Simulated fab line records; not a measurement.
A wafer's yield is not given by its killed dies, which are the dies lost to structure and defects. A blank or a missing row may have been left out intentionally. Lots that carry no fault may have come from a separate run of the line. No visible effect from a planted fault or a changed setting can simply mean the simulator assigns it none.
The tool behind it: which one? || flow sky130 || 13 lots, 39 wafers sampled, at 2 steps of a route of 708

WHAT THE GAUGES SHOWED, per wafer
The record lacks any reading of a measuring or inspecting step that a usual standard deviation could be used to judge.

WHICH TOOL RAN EACH LOT (tool, then ch and the chambers of the sampled wafers, then the start)
{"lot": "L115", "SKY_PAD_OPEN_STRIP_09": "wet_bench-03 ch 0, day 45 15:36", "SKY_PAD_OPEN_PROBE_99": "-"}
{"lot": "L116", "SKY_PAD_OPEN_STRIP_09": "wet_bench-01 ch 3, day 46 03:59", "SKY_PAD_OPEN_PROBE_99": "-"}
{"lot": "L118", "SKY_PAD_OPEN_STRIP_09": "wet_bench-02 ch 0, day 46 12:56", "SKY_PAD_OPEN_PROBE_99": "-"}
{"lot": "L119", "SKY_PAD_OPEN_STRIP_09": "wet_bench-03 ch 2, day 46 13:56", "SKY_PAD_OPEN_PROBE_99": "-"}
{"lot": "L120", "SKY_PAD_OPEN_STRIP_09": "wet_bench-02 ch 1, day 47 04:38", "SKY_PAD_OPEN_PROBE_99": "prober-01, day 47 06:50"}
{"lot": "L126", "SKY_PAD_OPEN_STRIP_09": "wet_bench-03 ch 0, day 48 10:19", "SKY_PAD_OPEN_PROBE_99": "-"}
{"lot": "L128", "SKY_PAD_OPEN_STRIP_09": "wet_bench-03 ch 3, day 48 21:34", "SKY_PAD_OPEN_PROBE_99": "-"}
{"lot": "L131", "SKY_PAD_OPEN_STRIP_09": "wet_bench-02 ch 3, day 49 14:31", "SKY_PAD_OPEN_PROBE_99": "-"}
{"lot": "L132", "SKY_PAD_OPEN_STRIP_09": "wet_bench-02 ch 3, day 49 19:24", "SKY_PAD_OPEN_PROBE_99": "prober-01, day 49 21:47"}
{"lot": "L134", "SKY_PAD_OPEN_STRIP_09": "wet_bench-01 ch 2, day 50 02:29", "SKY_PAD_OPEN_PROBE_99": "-"}
{"lot": "L135", "SKY_PAD_OPEN_STRIP_09": "wet_bench-01 ch 1, day 50 08:38", "SKY_PAD_OPEN_PROBE_99": "-"}
{"lot": "L136", "SKY_PAD_OPEN_STRIP_09": "wet_bench-02 ch 3, day 50 13:31", "SKY_PAD_OPEN_PROBE_99": "-"}
{"lot": "L137", "SKY_PAD_OPEN_STRIP_09": "wet_bench-02 ch 3, day 50 17:29", "SKY_PAD_OPEN_PROBE_99": "-"}
- SKY_PAD_OPEN_STRIP_09: strips in post etch residue remover, time 1200 s.
- SKY_PAD_OPEN_PROBE_99

WHAT THE TOOLS THEMSELVES READ (means of the sampled wafers that have a number; where no wafer has one, the mark that the record gives instead)
SKY_PAD_OPEN_STRIP_09.
{"lot": "L115", "tool": "wet_bench-03", "bath_guard_temp_C (C)": 72.8, "run_length_s (s)": 1227}
{"lot": "L116", "tool": "wet_bench-01", "bath_guard_temp_C (C)": 72.3, "run_length_s (s)": 1233}
{"lot": "L118", "tool": "wet_bench-02", "bath_guard_temp_C (C)": 72.8, "run_length_s (s)": 1225}
{"lot": "L119", "tool": "wet_bench-03", "bath_guard_temp_C (C)": 73.1, "run_length_s (s)": 1226}
{"lot": "L120", "tool": "wet_bench-02", "bath_guard_temp_C (C)": 71.9, "run_length_s (s)": 1234}
{"lot": "L126", "tool": "wet_bench-03", "bath_guard_temp_C (C)": 72.4, "run_length_s (s)": 1234}
{"lot": "L128", "tool": "wet_bench-03", "bath_guard_temp_C (C)": 72.4, "run_length_s (s)": 1080}
{"lot": "L131", "tool": "wet_bench-02", "bath_guard_temp_C (C)": 73.0, "run_length_s (s)": 1234}
{"lot": "L132", "tool": "wet_bench-02", "bath_guard_temp_C (C)": 72.9, "run_length_s (s)": 1234}
{"lot": "L134", "tool": "wet_bench-01", "bath_guard_temp_C (C)": 72.5, "run_length_s (s)": 1225}
{"lot": "L135", "tool": "wet_bench-01", "bath_guard_temp_C (C)": 73.0, "run_length_s (s)": 1227}
{"lot": "L136", "tool": "wet_bench-02", "bath_guard_temp_C (C)": 73.0, "run_length_s (s)": 1234}
{"lot": "L137", "tool": "wet_bench-02", "bath_guard_temp_C (C)": 73.3, "run_length_s (s)": 1234}

SKY_PAD_OPEN_PROBE_99.
{"lot": "L120", "tool": "prober-01", "defect_limited_yield (%)": 81.6, "killed_at_M0_to_M3": 45, "killed_at_M4_up": 3.3, "killed_at_contacts": 27, "killed_at_front_end": 16, "killed_at_other": 0.0, "killed_dies": 91, "killed_open": 45, "killed_short": 45, "sort_bin_3_pad_short (%)": 1.2, "sort_bin_5_function (%)": 10.0, "sort_bin_6_memory (%)": 7.2, "sort_n_pass": 401, "sort_yield_pct (%)": 81.6}
{"lot": "L132", "tool": "prober-01", "defect_limited_yield (%)": 81.5, "killed_at_M0_to_M3": 43, "killed_at_M4_up": 5.7, "killed_at_contacts": 28, "killed_at_front_end": 15, "killed_at_other": 0.0, "killed_dies": 91, "killed_open": 49, "killed_short": 42, "sort_bin_3_pad_short (%)": 1.1, "sort_bin_5_function (%)": 10.0, "sort_bin_6_memory (%)": 7.4, "sort_n_pass": 401, "sort_yield_pct (%)": 81.5}

THE ANSWER, worked out from the rows above alone
Rule: the usual values come from the lots themselves. The widest of any qualifying gaps counts: lots, ordered by their means at a reading, are off when they make up no more than a third of the lots, leave a main group of 4 or more, and stand apart from it by 3 or more times the standard deviation of that group's means. If all means in a main group match to the digits the tables above print for the reading, that group is not used. A lot without any number at a reading at which 4 lots or more have one is off too. All remaining lots with rows at the step are treated as sound. First the gauges in route order, then the tools' own readings, where a lot's mean is used as printed above. At the first step where some lot is off, the reading lying furthest off is the one used; lots without a number count as furthest.
Off, at SKY_PAD_OPEN_STRIP_09 on run_length_s: L128. The main group has a mean of 1231 s with a standard deviation of 3.9.
If a tool, at that step or one of the process steps before it, ran each lot that is off and ran no sound lot following the first of them, it fits. One candidate fits, namely wet_bench-03 at SKY_PAD_OPEN_STRIP_09. A fault onset in the window from L126 (day 48 10:19, its last sound lot) to L128 (day 48 21:34, its first lot off) fits.
On the lots that are off, the tool's own readings at SKY_PAD_OPEN_STRIP_09 differ by more than 5 times the standard deviation of the sound lots' means, which bears it out; run_length_s reads 1080 s there versus 1231 s on the sound lots.

WHAT HAD BEEN PUT IN BY THE SIMULATOR
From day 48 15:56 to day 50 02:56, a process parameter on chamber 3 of wet_bench-03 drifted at SKY_PAD_OPEN_STRIP_09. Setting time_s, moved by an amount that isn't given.
Struck lots among those shown: L128. Same finding as the rule above.
